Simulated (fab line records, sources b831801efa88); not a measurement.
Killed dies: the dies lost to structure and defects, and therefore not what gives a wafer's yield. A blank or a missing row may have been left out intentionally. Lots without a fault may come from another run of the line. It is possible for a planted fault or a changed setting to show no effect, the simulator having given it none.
fab line records	flow sky130
record: lots: 12	wafers: 36	last_day: 50
route steps=708 shown LDD_LDN@296 SD_P@328 SD_N@354 PAD_OPEN@708
lots untouched by any fault: they come from a run of this same line in which no faults occurred
start_h: hours from the record's opening day to when the first of the lot's shown wafers began	wait_h: how many hours have passed since the lot's step before this one	" repeats the value in the row above	L1.1+2: a single row standing in for several wafers	- no value, or no start was given	* or withheld: withheld	< > ~ a bound
route shown NAME@n: NAME is a module with steps in the file, n the number in the route of the first one	usual: average and standard deviation across the fault-free wafers	same: alike in all rows	chamber/n: place in a boat	sites: each site's reading	_std_site: the standard deviation of these	_edge_site: mean of outer sites minus mean of inner sites	radius_mm: how far each site lies from the wafer's centre	mask NAME#n: copy n	behind: the last tool/chamber to shape the wafer	hold: the reason the lot was held/the length of the hold in hours/how it ended	device: whichever transistor did not switch (one of n, p or np)	end of line: the same wafers' tests at the end of the route	a step without rows: its recipe alone	killed: the dies lost at the first sort to structure and to defects; this is not the yield of the wafer	map: the dies of a wafer, with x for killed, . for not killed, _ for no die there
set.NAME: the setting that was run; set.NAME@STEP: the one run at that earlier step	model.NAME: the simulator's own value behind a step, which no gauge read
a sample of lots followed through the steps of the route, with each step as a table and each wafer as a row
== steps ==
step: SKY_LDD_LDN_OVL_MEAS_07
usual: LDD_LDN_OVL: -0.9/1.3
lot.wafer	tool	chamber	start_h	wait_h	LDD_LDN_OVL[nm]
L970.1	overlay-02	-	547.46	0.1	0.8
L970.2	"	-	"	"	-1.1
L970.4	"	-	"	"	0.8
L972.2	overlay-02	-	553.63	0.1	-3.1
L972.3	"	-	"	"	-2.7
L972.5	"	-	"	"	-3.4
L973.1	overlay-01	-	569.23	0.1	-2.6
L973.4	"	-	"	"	-2.7
L973.5	"	-	"	"	-1.9
L975.3	overlay-01	-	581.51	0.1	-1.4
L975.4	"	-	"	"	0.1
L975.5	"	-	"	"	1.3
L976.1	overlay-02	-	586.93	0.1	-0.5
L976.4	"	-	"	"	1.3
L976.5	"	-	"	"	0.0
L977.1	overlay-02	-	592.89	0.1	-0.3
L977.2	"	-	"	"	-0.3
L977.3	"	-	"	"	-1.0
L985.1	overlay-01	-	660.13	0.1	-1.9
L985.3	"	-	"	"	-2.0
L985.6	"	-	"	"	-3.0
L988.1	overlay-01	-	675.43	0.1	-0.5
L988.2	"	-	"	"	1.3
L988.3	"	-	"	"	1.3
L989.2	overlay-01	-	687.37	0.1	-1.8
L989.3	"	-	"	"	-1.2
L989.4	"	-	"	"	-1.5
L991.1	overlay-02	-	700.81	0.1	-0.3
L991.3	"	-	"	"	0.4
L991.4	"	-	"	"	0.8
L992.4	overlay-02	-	712.70	0.1	-1.5
L992.5	"	-	"	"	-0.1
L992.6	"	-	"	"	-0.7
L993.1	overlay-01	-	718.71	0.1	-0.7
L993.3	"	-	"	"	-0.1
L993.4	"	-	"	"	1.0
step: SKY_SD_P_OVL_MEAS_08
usual: SD_P_OVL: -0.9/1.5
lot.wafer	tool	chamber	start_h	wait_h	SD_P_OVL[nm]
L970.1	overlay-01	-	609.88	0.1	1.7
L970.2	"	-	"	"	2.2
L970.4	"	-	"	"	-1.0
L972.2	overlay-02	-	616.84	0.1	-2.6
L972.3	"	-	"	"	-4.0
L972.5	"	-	"	"	-4.6
L973.1	overlay-02	-	630.37	0.1	0.3
L973.4	"	-	"	"	-1.4
L973.5	"	-	"	"	-0.3
L975.3	overlay-01	-	640.65	0.1	-3.7
L975.4	"	-	"	"	-1.9
L975.5	"	-	"	"	-2.3
L976.1	overlay-02	-	648.25	0.1	-1.6
L976.4	"	-	"	"	-1.4
L976.5	"	-	"	"	0.2
L977.1	overlay-02	-	653.22	0.1	-1.3
L977.2	"	-	"	"	-2.2
L977.3	"	-	"	"	-1.6
L985.1	overlay-02	-	717.77	0.1	-0.6
L985.3	"	-	"	"	-1.5
L985.6	"	-	"	"	-0.3
L988.1	overlay-01	-	733.13	0.1	0.3
L988.2	"	-	"	"	-1.4
L988.3	"	-	"	"	-1.2
L989.2	overlay-01	-	745.54	0.1	3.8
L989.3	"	-	"	"	1.4
L989.4	"	-	"	"	1.1
L991.1	overlay-02	-	760.32	0.1	-1.1
L991.3	"	-	"	"	0.0
L991.4	"	-	"	"	0.3
L992.4	overlay-02	-	769.60	0.1	2.6
L992.5	"	-	"	"	2.1
L992.6	"	-	"	"	0.1
L993.1	overlay-02	-	775.88	0.1	-1.6
L993.3	"	-	"	"	0.3
L993.4	"	-	"	"	1.0
step: SKY_SD_N_TW_MEAS_12
usual: SD_N_TW: 3990/28
lot.wafer	tool	chamber	start_h	wait_h	SD_N_TW
L970.1	film_metro-03	-	667.28	0.1	3991
L970.2	"	-	"	"	3966
L970.4	"	-	"	"	3989
L972.2	film_metro-02	-	674.53	0.1	3970
L972.3	"	-	"	"	3949
L972.5	"	-	"	"	3955
L973.1	film_metro-03	-	688.05	0.1	4002
L973.4	"	-	"	"	3978
L973.5	"	-	"	"	3998
L975.3	film_metro-02	-	697.95	0.1	3937
L975.4	"	-	"	"	3955
L975.5	"	-	"	"	3950
L976.1	film_metro-02	-	705.03	0.1	3942
L976.4	"	-	"	"	3979
L976.5	"	-	"	"	3963
L977.1	film_metro-03	-	709.32	0.1	3987
L977.2	"	-	"	"	3996
L977.3	"	-	"	"	3967
L985.1	film_metro-03	-	773.58	0.1	3981
L985.3	"	-	"	"	4009
L985.6	"	-	"	"	4020
L988.1	film_metro-03	-	787.72	0.1	3982
L988.2	"	-	"	"	4000
L988.3	"	-	"	"	3988
L989.2	film_metro-03	-	800.28	0.1	4010
L989.3	"	-	"	"	4018
L989.4	"	-	"	"	4028
L991.1	film_metro-01	-	813.73	0.1	4006
L991.3	"	-	"	"	3997
L991.4	"	-	"	"	3989
L992.4	film_metro-01	-	823.66	0.1	4003
L992.5	"	-	"	"	4004
L992.6	"	-	"	"	3991
L993.1	film_metro-02	-	830.57	0.1	3910
L993.3	"	-	"	"	3915
L993.4	"	-	"	"	3908
step: SKY_SD_N_RTA_14
recipe: temp_c: 1075	time_s: 2	idle_temp_c: 650	ramp_up_c_per_s: 150	ramp_down_c_per_s: 90	ambient: N2
usual: lamp_power_pct: 15.74/0.052	ramp_down_c_per_s: 90.002/0.017	wafer_temp_C_max: 1077.8/1.2
lot.wafer	tool	chamber	start_h	wait_h	lamp_power_pct	ramp_down_c_per_s	wafer_temp_C_max
L970.1	rtp_anneal-01	0	667.39	0.0	15.74	89.995	1076.5
L970.2	"	0	"	"	15.82	89.993	1078.0
L970.4	"	0	"	"	15.79	89.996	1077.9
L972.2	rtp_anneal-02	0	674.64	0.0	15.74	90.022	1078.8
L972.3	"	0	"	"	15.89	90.009	1078.7
L972.5	"	0	"	"	15.81	90.004	1077.8
L973.1	rtp_anneal-02	0	688.16	0.0	15.76	89.995	1076.9
L973.4	"	0	"	"	15.71	90.011	1076.2
L973.5	"	0	"	"	15.75	89.997	1078.3
L975.3	rtp_anneal-02	0	698.07	0.0	15.11	89.978	1079.1
L975.4	"	0	"	"	15.09	89.977	1078.5
L975.5	"	0	"	"	15.02	89.997	1078.2
L976.1	rtp_anneal-01	0	705.14	0.0	15.72	89.997	1078.2
L976.4	"	0	"	"	15.73	90.011	1077.6
L976.5	"	0	"	"	15.76	90.002	1077.7
L977.1	rtp_anneal-02	0	709.43	0.0	15.06	90.003	1078.4
L977.2	"	0	"	"	15.05	89.976	1077.3
L977.3	"	0	"	"	15.11	90.008	1078.6
L985.1	rtp_anneal-02	0	773.69	0.0	15.64	90.002	1077.3
L985.3	"	0	"	"	15.84	89.990	1077.6
L985.6	"	0	"	"	15.79	89.976	1077.3
L988.1	rtp_anneal-01	0	787.83	0.0	15.73	90.014	1078.7
L988.2	"	0	"	"	15.79	89.981	1079.2
L988.3	"	0	"	"	15.72	89.979	1078.1
L989.2	rtp_anneal-02	0	800.39	0.0	15.69	90.020	1078.0
L989.3	"	0	"	"	15.77	89.982	1078.8
L989.4	"	0	"	"	15.72	90.009	1077.5
L991.1	rtp_anneal-02	0	813.84	0.0	15.68	90.021	1076.8
L991.3	"	0	"	"	15.73	89.994	1077.4
L991.4	"	0	"	"	15.68	90.023	1077.6
L992.4	rtp_anneal-01	0	823.77	0.0	15.81	89.975	1078.3
L992.5	"	0	"	"	15.77	90.003	1076.5
L992.6	"	0	"	"	15.65	90.007	1078.5
L993.1	rtp_anneal-02	0	830.68	0.0	15.78	90.022	1078.7
L993.3	"	0	"	"	15.76	90.027	1078.4
L993.4	"	0	"	"	15.71	90.010	1079.4
step: SKY_SD_N_RS_MEAS_16
recipe: thk_meas_gauge: four-point-probe
usual: SD_N_RS: 68.56/0.081
lot.wafer	tool	chamber	start_h	wait_h	hold	SD_N_RS[ohm/sq]
L970.1	film_metro-01	-	667.57	0.1	-	68.68
L970.2	"	-	"	"	-	68.59
L970.4	"	-	"	"	-	68.61
L972.2	film_metro-01	-	674.82	0.1	-	68.65
L972.3	"	-	"	"	-	68.61
L972.5	"	-	"	"	-	68.66
L973.1	film_metro-01	-	688.34	0.1	-	68.54
L973.4	"	-	"	"	-	68.50
L973.5	"	-	"	"	-	68.57
L975.3	film_metro-03	-	698.26	0.1	await_dispo/0.2h/release	71.63
L975.4	"	-	"	"	await_dispo/0.2h/release	71.63
L975.5	"	-	"	"	await_dispo/0.2h/release	71.67
L975.3	film_metro-03	-	698.62	0.3	-	71.82
L975.4	"	-	"	"	-	71.59
L975.5	"	-	"	"	-	71.65
L976.1	film_metro-01	-	705.32	0.1	-	68.51
L976.4	"	-	"	"	-	68.58
L976.5	"	-	"	"	-	68.54
L977.1	film_metro-02	-	709.61	0.1	await_dispo/0.2h/release	71.66
L977.2	"	-	"	"	await_dispo/0.2h/release	71.55
L977.3	"	-	"	"	await_dispo/0.2h/release	71.69
L977.1	film_metro-02	-	709.97	0.3	-	71.78
L977.2	"	-	"	"	-	71.66
L977.3	"	-	"	"	-	71.67
L985.1	film_metro-01	-	773.87	0.1	-	68.62
L985.3	"	-	"	"	-	68.58
L985.6	"	-	"	"	-	68.63
L988.1	film_metro-01	-	788.00	0.1	-	68.40
L988.2	"	-	"	"	-	68.54
L988.3	"	-	"	"	-	68.62
L989.2	film_metro-02	-	800.58	0.1	-	68.55
L989.3	"	-	"	"	-	68.65
L989.4	"	-	"	"	-	68.52
L991.1	film_metro-02	-	814.02	0.1	-	68.62
L991.3	"	-	"	"	-	68.65
L991.4	"	-	"	"	-	68.61
L992.4	film_metro-01	-	823.98	0.1	-	68.63
L992.5	"	-	"	"	-	68.52
L992.6	"	-	"	"	-	68.54
L993.1	film_metro-03	-	830.85	0.1	-	68.59
L993.3	"	-	"	"	-	68.60
L993.4	"	-	"	"	-	68.54
step: SKY_SD_N_RS_MEAS_17
recipe: thk_meas_gauge: four-point-probe
usual: SD_P_RS: 147.1/0.35
lot.wafer	tool	chamber	start_h	wait_h	hold	SD_P_RS[ohm/sq]
L970.1	film_metro-01	-	667.69	0.1	-	147.5
L970.2	"	-	"	"	-	146.9
L970.4	"	-	"	"	-	146.9
L972.2	film_metro-01	-	674.94	0.1	-	146.7
L972.3	"	-	"	"	-	147.1
L972.5	"	-	"	"	-	146.8
L973.1	film_metro-01	-	688.46	0.1	-	147.4
L973.4	"	-	"	"	-	147.1
L973.5	"	-	"	"	-	147.6
L976.1	film_metro-01	-	705.44	0.1	-	146.8
L976.4	"	-	"	"	-	147.0
L976.5	"	-	"	"	-	146.7
L975.3	film_metro-03	-	706.73	8.1	await_dispo/0.2h/release	165.0
L975.4	"	-	"	"	await_dispo/0.2h/release	165.0
L975.5	"	-	"	"	await_dispo/0.2h/release	165.1
L975.3	film_metro-03	-	707.01	0.3	-	165.1
L975.4	"	-	"	"	-	164.9
L975.5	"	-	"	"	-	165.0
L977.1	film_metro-02	-	714.85	4.9	await_dispo/0.2h/release	165.2
L977.2	"	-	"	"	await_dispo/0.2h/release	165.3
L977.3	"	-	"	"	await_dispo/0.2h/release	165.4
L977.1	film_metro-02	-	715.23	0.4	-	165.4
L977.2	"	-	"	"	-	165.4
L977.3	"	-	"	"	-	165.8
L985.1	film_metro-01	-	773.99	0.1	-	147.5
L985.3	"	-	"	"	-	147.3
L985.6	"	-	"	"	-	147.4
L988.1	film_metro-01	-	788.12	0.1	-	146.9
L988.2	"	-	"	"	-	147.1
L988.3	"	-	"	"	-	147.2
L989.2	film_metro-02	-	800.70	0.1	-	147.2
L989.3	"	-	"	"	-	147.0
L989.4	"	-	"	"	-	147.0
L991.1	film_metro-02	-	814.14	0.1	-	147.3
L991.3	"	-	"	"	-	147.4
L991.4	"	-	"	"	-	147.3
L992.4	film_metro-01	-	824.10	0.1	-	146.3
L992.5	"	-	"	"	-	146.3
L992.6	"	-	"	"	-	146.4
L993.1	film_metro-03	-	830.97	0.1	-	147.2
L993.3	"	-	"	"	-	147.2
L993.4	"	-	"	"	-	147.1
step: SKY_PAD_OPEN_PROBE_99
usual: defect_limited_yield: 82.5/2	killed_at_M0_to_M3: 43/7.1	killed_at_M4_up: 3.3/2	killed_at_contacts: 24/5.1	killed_at_front_end: 15/4.6	killed_at_other: 0.3/0.6	killed_dies: 86/9.6	killed_on_rim: 17/3.8	killed_open: 46/7.3	killed_short: 39/6.7	sort_bin_3_pad_short: 0.9/0.44	sort_bin_5_function: 10.4/1.5	sort_bin_6_memory: 6.2/1.1	sort_n_pass: 406/9.6	sort_yield_pct: 82.5/2
same: gross_dies: 492	killed_at_back_side: 0	sort_bin_4_leakage[%]: 0	sort_bin_8_speed[%]: 0
lot.wafer	tool	chamber	start_h	wait_h	defect_limited_yield[%]	killed_at_M0_to_M3	killed_at_M4_up	killed_at_contacts	killed_at_front_end	killed_at_other	killed_dies	killed_on_rim	killed_open	killed_short	sort_bin_3_pad_short[%]	sort_bin_5_function[%]	sort_bin_6_memory[%]	sort_n_pass	sort_yield_pct[%]
L972.2	prober-02	-	1097.41	0.1	82.7	43	5	22	15	0	85	23	41	44	0.8	10.2	6.3	407	82.7
L972.3	prober-02	-	1097.46	0.2	79.3	54	2	26	20	0	102	23	44	58	2.6	9.8	8.3	390	79.3
L972.5	prober-02	-	1097.56	0.2	81.9	57	8	14	10	0	89	18	47	41	2.0	10.0	6.1	403	81.9
L985.1	prober-02	-	1167.33	0.1	79.1	52	6	26	19	0	103	27	59	43	0.6	12.6	7.7	389	79.1
L991.1	prober-02	-	1193.93	0.1	84.1	43	2	18	11	4	78	19	45	31	1.4	8.3	6.1	414	84.1
L991.3	prober-02	-	1194.03	0.2	77.4	63	3	31	14	0	111	21	54	57	2.0	12.6	7.9	381	77.4
L991.4	prober-02	-	1194.08	0.2	86.6	35	3	15	13	0	66	13	33	33	0.2	7.3	5.9	426	86.6
L993.1	prober-02	-	1202.65	0.1	82.1	44	3	20	20	1	88	20	53	35	0.6	10.2	7.1	404	82.1
L993.3	prober-02	-	1202.75	0.2	86.6	32	2	20	12	0	66	17	37	29	0.8	8.3	4.3	426	86.6
L993.4	prober-02	-	1202.80	0.2	85.6	27	4	26	14	0	71	11	33	38	0.8	8.5	5.1	421	85.6
killed by level:class
L972.2 VIA1:geometric_particle:open=7 VIA3:geometric_particle:open=7 LI_CONTACT:geometric_particle:open=6 METAL1:geometric_particle:short=6 LOCAL_INTERCONNECT:geometric_particle:short=6 CONTACT:geometric_particle:open=5 FIELD_ISO:geometric_particle:open=4 METAL4:geometric_particle:short=4
L972.3 METAL1:geometric_particle:short=11 VIA1:geometric_particle:open=11 VIA3:geometric_particle:open=8 CONTACT:geometric_particle:short=7 POLY_GATE:geometric_particle:short=6 LI_CONTACT:geometric_particle:open=6 CONTACT:geometric_particle:open=6 METAL2:geometric_particle:short=6
L972.5 VIA1:geometric_particle:open=13 METAL1:geometric_particle:short=10 VIA2:geometric_particle:open=10 METAL4:geometric_particle:short=7 METAL2:geometric_particle:short=6 METAL1:geometric_particle:open=5 CONTACT:geometric_particle:open=5 FIELD_ISO:geometric_particle:open=3
L985.1 VIA1:geometric_particle:open=20 LI_CONTACT:geometric_particle:open=9 CONTACT:geometric_particle:open=9 VIA2:geometric_particle:open=6 FIELD_ISO:geometric_particle:short=5 VIA3:geometric_particle:open=5 POLY_GATE:geometric_particle:short=5 CONTACT:geometric_particle:short=5
L991.1 VIA1:geometric_particle:open=10 CONTACT:geometric_particle:open=7 METAL2:geometric_particle:short=7 LI_CONTACT:geometric_particle:open=6 VIA3:geometric_particle:open=6 VIA1:geometric_particle:short=5 VIA2:geometric_particle:open=5 FIELD_ISO:geometric_particle:open=3
L991.3 VIA3:geometric_particle:open=12 VIA1:geometric_particle:open=10 METAL2:geometric_particle:short=10 VIA2:geometric_particle:open=8 LI_CONTACT:geometric_particle:short=7 CONTACT:geometric_particle:open=7 VIA3:geometric_particle:short=6 LI_CONTACT:geometric_particle:open=6
L991.4 VIA1:geometric_particle:open=8 VIA2:geometric_particle:open=6 POLY_GATE:geometric_particle:short=4 LOCAL_INTERCONNECT:geometric_particle:short=4 CONTACT:geometric_particle:open=4 VIA1:geometric_particle:short=4 VIA2:geometric_particle:short=4 FIELD_ISO:geometric_particle:short=3
L993.1 VIA1:geometric_particle:open=9 CONTACT:geometric_particle:open=7 VIA3:geometric_particle:open=7 FIELD_ISO:geometric_particle:short=6 FIELD_ISO:geometric_particle:open=5 METAL1:geometric_particle:open=5 METAL2:geometric_particle:short=5 VIA2:geometric_particle:open=5
L993.3 CONTACT:geometric_particle:open=11 METAL1:geometric_particle:short=7 VIA1:geometric_particle:open=6 POLY_GATE:geometric_particle:open=5 VIA2:geometric_particle:open=5 VIA3:geometric_particle:short=5 VIA3:geometric_particle:open=4 FIELD_ISO:geometric_particle:short=3
L993.4 LI_CONTACT:geometric_particle:open=9 CONTACT:geometric_particle:short=7 VIA3:geometric_particle:open=7 CONTACT:geometric_particle:open=6 FIELD_ISO:geometric_particle:short=5 METAL1:geometric_particle:short=5 METAL1:geometric_particle:open=4 VIA2:geometric_particle:open=3
== key ==
first_sign: step: SKY_SD_N_RTA_14	reading: lamp_power_pct	direction: down	sigmas: 13	usual: 15.74	struck: 15.08
effect: step: SKY_SD_N_RS_MEAS_16	reading: visit	direction: added
effect: step: SKY_SD_N_RS_MEAS_16	reading: SD_N_RS	direction: up	sigmas: 38	usual: 68.56	struck: 71.64
effect: step: SKY_SD_N_RS_MEAS_17	reading: visit	direction: added
effect: step: SKY_SD_N_RS_MEAS_17	reading: SD_P_RS	direction: up	sigmas: 51	usual: 147.1	struck: 165.2
met_at SKY_SD_N_RTA_14
struck_lots L975,L977
scrapped_behind SKY_SD_N_RS_MEAS_17 L975.3,L975.4,L975.5,L977.1,L977.2,L977.3
not_acting_at SKY_LDD_LDN_OVL_MEAS_07,SKY_SD_P_OVL_MEAS_08,SKY_SD_N_TW_MEAS_12
onset_between 688.16 698.07
fault: kind: process_parameter_drift	tool: rtp_anneal-02	chamber: -	onset_h: 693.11	steps: SKY_SD_N_RTA_14	channel: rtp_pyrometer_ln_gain	offset: 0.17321	shape: step	end_h: 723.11
